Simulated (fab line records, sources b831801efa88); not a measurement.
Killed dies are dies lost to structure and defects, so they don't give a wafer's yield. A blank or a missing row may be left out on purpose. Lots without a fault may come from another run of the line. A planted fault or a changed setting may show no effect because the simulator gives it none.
fab line records | flow gf180mcu | part 2 of 2: steps 30 to 42 of 42
record lots=5 wafers=15 last_day=32
route steps=602 shown DUAL_GATE@144 POLY_GATE@157 HV_LDD@176
lots that met no fault: from a run of the same line without faults
start_h: hours from the record's first day to the start of the lot's first wafer shown | wait_h: hours since the lot's step before | " the same as in the row above | L1.1+2: a row that stands for several wafers | - no value, or no start given | * or withheld: withheld | < > ~ a bound
route shown NAME@n: a module of which the file shows steps, and the number in the route of the first | usual: mean/standard deviation of fault-free wafers | same: alike in all rows | chamber/n: place in a boat | sites: the reading at each site | _std_site: their standard deviation | _edge_site: outer sites' mean less inner sites' | radius_mm: how far each site lies from the wafer's centre | mask NAME#n: copy n | behind: the tool/chamber that last shaped the wafer | hold: why the lot was held/for how many hours/how that ended | device: the transistor (n, p or np) that didn't switch | end of line: the same wafers' tests at the end of the route | a step without rows: its recipe alone | killed: dies lost to structure and defects at the first sort, not the wafer's yield | map: a wafer's dies, x killed, . not, _ none there
set.NAME: the setting as run; set.NAME@STEP: as run at that earlier step | model.NAME: the simulator's own value behind a step, which no gauge read
lots at some steps of the route; a table a step, a row a wafer
services: from which hour (start_h, from the record's first day; less than 0 if before it) a tool's chamber was out of use, for how many hours, and why
## steps
# step GF_POLY_GATE_OXIDATION_16
# recipe temp_c=850 ambient=O2 stabilise_s=600 purge_s=300 target_thk_a=40 ox_time_s=899
# columns lot.wafer tool chamber start_h wait_h
L074.3+4+5 furnace-01 0 187.79 0.7
L075.1+5+6 furnace-02 0 212.67 0.0
L076.4+5+6 furnace-02 0 224.85 0.0
L082.1+2+6 furnace-01 0 263.65 2.6
L086.1+2+3 furnace-02 0 289.85 1.1
# step GF_POLY_GATE_THK_MEAS_17
# recipe reads=SiO2_of_POLY_GATE_OXIDATION_16
# usual POLY_GATE_OXIDATION_THK=3.98/0.079
# columns lot.wafer tool chamber start_h wait_h POLY_GATE_OXIDATION_THK[nm]
L074.3 film_metro-04 - 189.06 0.0 4.02
L074.4 " - " " 3.95
L074.5 " - " " 3.93
L075.1 film_metro-04 - 213.92 0.0 3.89
L075.5 " - " " 3.89
L075.6 " - " " 3.92
L076.4 film_metro-04 - 226.13 0.0 3.95
L076.5 " - " " 3.87
L076.6 " - " " 3.95
L082.1 film_metro-04 - 264.90 0.0 3.97
L082.2 " - " " 3.89
L082.6 " - " " 3.89
L086.1 film_metro-02 - 291.10 0.0 4.06
L086.2 " - " " 3.94
L086.3 " - " " 3.97
# step GF_POLY_GATE_CD_MEAS_18
# usual cd_nm=278.8/1.9
# columns lot.wafer tool chamber start_h wait_h cd_nm
L074.3 cd_sem-01 - 189.15 0.1 274.6
L074.4 " - " " 276.8
L074.5 " - " " 275.0
L075.1 cd_sem-02 - 213.98 0.1 278.4
L075.5 " - " " 277.8
L075.6 " - " " 279.3
L076.4 cd_sem-01 - 226.25 0.1 277.5
L076.5 " - " " 276.2
L076.6 " - " " 280.2
L082.1 cd_sem-02 - 264.96 0.1 277.5
L082.2 " - " " 279.1
L082.6 " - " " 277.2
L086.1 cd_sem-02 - 291.16 0.1 279.3
L086.2 " - " " 277.8
L086.3 " - " " 279.9
# step GF_HV_LDD_DEHYDRATE_00
# recipe temp_c=200 time_s=60
# columns lot.wafer tool chamber start_h wait_h
L074.3+4+5 litho_track-02 0 197.58 8.4
L075.1+5+6 litho_track-03 0 222.33 8.3
L076.4+5+6 litho_track-03 0 234.61 8.3
L082.1+2+6 litho_track-04 0 272.94 8.0
L086.1+2+3 litho_track-04 0 300.59 9.4
# step GF_HV_LDD_HMDS_01
# recipe prime_time_s=60 prime_temp_c=120
# usual prime_temp_c=120.00/0.15
# columns lot.wafer tool chamber start_h wait_h prime_temp_c
L074.3 litho_track-02 0 197.73 0.1 119.93
L074.4 " 0 " " 119.68
L074.5 " 0 " " 119.93
L075.1 litho_track-03 0 222.48 0.1 120.07
L075.5 " 0 " " 120.21
L075.6 " 0 " " 120.16
L076.4 litho_track-03 0 234.76 0.1 119.89
L076.5 " 0 " " 120.01
L076.6 " 0 " " 120.02
L082.1 litho_track-04 0 273.09 0.1 120.02
L082.2 " 0 " " 119.79
L082.6 " 0 " " 119.99
L086.1 litho_track-04 0 300.74 0.1 120.09
L086.2 " 0 " " 120.04
L086.3 " 0 " " 120.16
# step GF_HV_LDD_COAT_02
# recipe resist=NOVOLAK spin_rpm=3000 resist_thk_nm=1000
# columns lot.wafer tool chamber start_h wait_h
L074.3+4+5 litho_track-02 0 197.88 0.1
L075.1+5+6 litho_track-03 0 222.63 0.1
L076.4+5+6 litho_track-03 0 234.91 0.1
L082.1+2+6 litho_track-04 0 273.24 0.1
L086.1+2+3 litho_track-04 0 300.89 0.1
# step GF_HV_LDD_SOFTBAKE_03
# recipe temp_c=90 time_s=60 resist=NOVOLAK
# columns lot.wafer tool chamber start_h wait_h
L074.3+4+5 litho_track-02 0 198.03 0.1
L075.1+5+6 litho_track-03 0 222.78 0.1
L076.4+5+6 litho_track-03 0 235.06 0.1
L082.1+2+6 litho_track-04 0 273.39 0.1
L086.1+2+3 litho_track-04 0 301.04 0.1
# step GF_HV_LDD_EXPOSE_04
# recipe mask_id=Nplus_LV_AREA target_cd_nm=400 na=0.6 source_shape=conventional sigma_outer=0.6 dose_mj=140
# columns lot.wafer tool chamber start_h wait_h mask
L074.3+4+5 iline_stepper-02 0 - - Nplus_LV_AREA#0
L075.1+5+6 iline_stepper-02 0 - - Nplus_LV_AREA#0
L076.4+5+6 iline_stepper-01 0 - - Nplus_LV_AREA#0
L082.1+2+6 iline_stepper-01 0 - - Nplus_LV_AREA#0
L086.1+2+3 iline_stepper-01 0 - - Nplus_LV_AREA#0
# step GF_HV_LDD_PEB_05
# recipe temp_c=withheld time_s=* resist=NOVOLAK
# columns lot.wafer tool chamber start_h wait_h
L074.3+4+5 litho_track-02 0 - -
L075.1+5+6 litho_track-03 0 - -
L076.4+5+6 litho_track-02 0 - -
L082.1+2+6 litho_track-02 0 - -
L086.1+2+3 litho_track-02 0 - -
# step GF_HV_LDD_DEVELOP_06
# recipe develop_time_s=60 dev_temp_c=23
# columns lot.wafer tool chamber start_h wait_h
L074.3+4+5 litho_track-02 0 205.98 0.1
L075.1+5+6 litho_track-03 0 231.28 0.1
L076.4+5+6 litho_track-02 0 244.30 0.1
L082.1+2+6 litho_track-02 0 282.77 0.1
L086.1+2+3 litho_track-02 0 311.22 0.1
# step GF_HV_LDD_CD_MEAS_07
# recipe target_cd_nm=400
# usual cd_nm=399.8/2.7
# columns lot.wafer tool chamber start_h wait_h cd_nm
L074.3 cd_sem-02 - 206.12 0.1 398.5
L074.4 " - " " 396.6
L074.5 " - " " 400.0
L075.1 cd_sem-02 - 231.43 0.1 399.5
L075.5 " - " " 398.9
L075.6 " - " " 398.0
L076.4 cd_sem-02 - 244.44 0.1 399.9
L076.5 " - " " 402.6
L076.6 " - " " 400.2
L082.1 cd_sem-02 - 282.92 0.1 396.7
L082.2 " - " " 396.9
L082.6 " - " " 397.4
L086.1 cd_sem-02 - 311.45 0.2 393.2
L086.2 " - " " 393.9
L086.3 " - " " 394.1
# step GF_HV_LDD_OVL_MEAS_08
# usual HV_LDD_OVL=0.4/1.5
# columns lot.wafer tool chamber start_h wait_h HV_LDD_OVL[nm]
L074.3 overlay-01 - 206.21 0.1 3.8
L074.4 " - " " 2.0
L074.5 " - " " 3.1
L075.1 overlay-02 - 231.55 0.1 2.9
L075.5 " - " " 3.2
L075.6 " - " " 2.0
L076.4 overlay-01 - 244.51 0.1 -0.3
L076.5 " - " " -1.9
L076.6 " - " " 0.0
L082.1 overlay-02 - 283.04 0.1 0.0
L082.2 " - " " -0.4
L082.6 " - " " 1.2
L086.1 overlay-01 - 311.57 0.1 -0.2
L086.2 " - " " 0.6
L086.3 " - " " 0.0
# step GF_HV_LDD_IMPLANT_09
# recipe species=As energy_kev=40 dose_cm2=1e+14 tilt_deg=7
# usual end_station_pressure_torr=5.45e-06/3e-07 tilt_deg=7.002/0.02
# columns lot.wafer tool chamber start_h wait_h end_station_pressure_torr tilt_deg
L074.3 implanter-04 0 206.28 0.1 5.38e-06 6.977
L074.4 " 0 " " 5.53e-06 6.983
L074.5 " 0 " " 5.96e-06 6.996
L075.1 implanter-01 0 231.59 0.0 5.64e-06 6.979
L075.5 " 0 " " 4.96e-06 6.969
L075.6 " 0 " " 5.45e-06 6.968
L076.4 implanter-01 0 244.61 0.1 5.47e-06 7.007
L076.5 " 0 " " 5.67e-06 7.013
L076.6 " 0 " " 4.58e-06 6.993
L082.1 implanter-01 0 283.08 0.0 5.11e-06 7.032
L082.2 " 0 " " 5.53e-06 7.021
L082.6 " 0 " " 5.44e-06 7.012
L086.1 implanter-04 0 311.60 0.0 5.5e-06 7.018
L086.2 " 0 " " 5.01e-06 7.032
L086.3 " 0 " " 5.28e-06 7.021
## services
# columns tool chamber start_h hours kind
krf_scanner-01 - 141.24 0.8 pm
implanter-01 - 148.21 1.9 repair
rie_si-01 - 159.76 2.8 pm
furnace-01 - 176.51 3.4 pm
rie_si-01 3 179.28 7.2 repair
krf_scanner-01 - 188.33 21.0 pm
implanter-01 - 198.31 3.1 repair
lpcvd-02 - 214.23 1.2 repair
wet_bench-02 - 215.71 3.3 repair
furnace-01 - 218.22 3.4 pm
krf_scanner-01 - 220.90 0.8 repair
wet_bench-03 - 230.46 1.4 repair
furnace-02 - 231.46 3.5 pm
krf_scanner-01 - 231.49 1.3 pm
krf_scanner-01 - 232.79 4.4 pm
iline_stepper-02 - 236.48 3.7 repair
iline_stepper-01 - 253.72 0.8 pm
iline_stepper-02 - 254.68 1.7 pm
iline_stepper-02 - 260.50 28.9 pm
plasma_asher-02 - 277.50 2.7 repair
iline_stepper-02 - 290.21 0.9 repair
iline_stepper-01 - 292.37 1.7 pm
furnace-02 - 297.93 3.2 pm
furnace-01 - 299.35 6.9 repair
